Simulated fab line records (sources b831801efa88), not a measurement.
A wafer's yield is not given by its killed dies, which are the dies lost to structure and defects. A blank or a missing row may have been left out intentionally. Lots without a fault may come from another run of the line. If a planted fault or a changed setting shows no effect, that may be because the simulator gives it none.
Which tool did it?	flow gf180mcu	21 wafers from 7 lots sampled at 4 of the route's 602 steps

WHAT THE GAUGES SHOWED, per wafer
GF_TOP_METAL_CD_MEAS_14 targets a cd of 440 nm.
lot	measured	on	cd nm (nm)
L340	day 28 12:05	cd sem-01	441.2 439.1 438.1
L342	day 29 05:35	cd sem-01	443.3 442.7 441.8
L346	day 30 08:02	cd sem-01	436.4 438.7 437.8
L348	day 30 14:13	cd sem-02	442.6 441.9 444.7
L351	day 31 15:55	cd sem-02	439.2 441.1 440.6
L354	day 32 06:22	cd sem-01	437.5 437.3 438.4
L362	day 34 04:56	cd sem-01	436.4 437.4 435.0

EACH LOT AND THE TOOL THAT RAN IT (in order: tool; ch and the chambers of the sampled wafers; start)
lot	GF_V4_CVD_23	GF_TOP_METAL_SPUTTER_01	GF_TOP_METAL_SPUTTER_03
L340	cvd w-01 ch 0,1, day 24 21:49	pvd sputter-03, day 27 16:37	pvd sputter-03, day 27 16:42
L342	cvd w-01 ch 0,1, day 25 16:10	pvd sputter-03, day 28 10:43	pvd sputter-03, day 28 10:47
L346	cvd w-02 ch 0,1, day 26 21:37	pvd sputter-03, day 29 13:17	pvd sputter-03, day 29 13:21
L348	cvd w-01 ch 0,1, day 27 07:16	pvd sputter-04, day 29 19:56	pvd sputter-04, day 29 20:00
L351	cvd w-01 ch 0,1, day 28 10:12	pvd sputter-04, day 30 22:56	pvd sputter-04, day 30 23:01
L354	cvd w-01 ch 0,1, day 29 02:01	pvd sputter-04, day 31 13:37	pvd sputter-04, day 31 13:42
L362	cvd w-02 ch 0,1, day 31 09:07	pvd sputter-03, day 33 14:05	pvd sputter-03, day 33 14:09
- GF_V4_CVD_23: deposits W, target thk 350 nm, time 104.9 s.
- GF_TOP_METAL_SPUTTER_01: material TiN, target thk 30 nm, time 25 s.
- GF_TOP_METAL_SPUTTER_03: material Ti, target thk 5 nm, time 3.3 s.

THE ANSWER, worked out from the rows above alone
Rule: what is usual is taken from the lots themselves. The widest of any qualifying gaps counts: lots, ordered by their means at a reading, are off when they make up no more than a third of the lots, leave a main group of 4 or more, and stand apart from it by 3 or more times the standard deviation of that group's means. If all means in a main group match to the digits the tables above print for the reading, that group is not used. Also off: a lot with no number at a reading for which 4 or more lots have one. Where the step has rows for the other lots, those lots are counted as sound.
Nothing can be told from this: no lot is off at any reading shown.

WHAT THE SIMULATOR PUT IN
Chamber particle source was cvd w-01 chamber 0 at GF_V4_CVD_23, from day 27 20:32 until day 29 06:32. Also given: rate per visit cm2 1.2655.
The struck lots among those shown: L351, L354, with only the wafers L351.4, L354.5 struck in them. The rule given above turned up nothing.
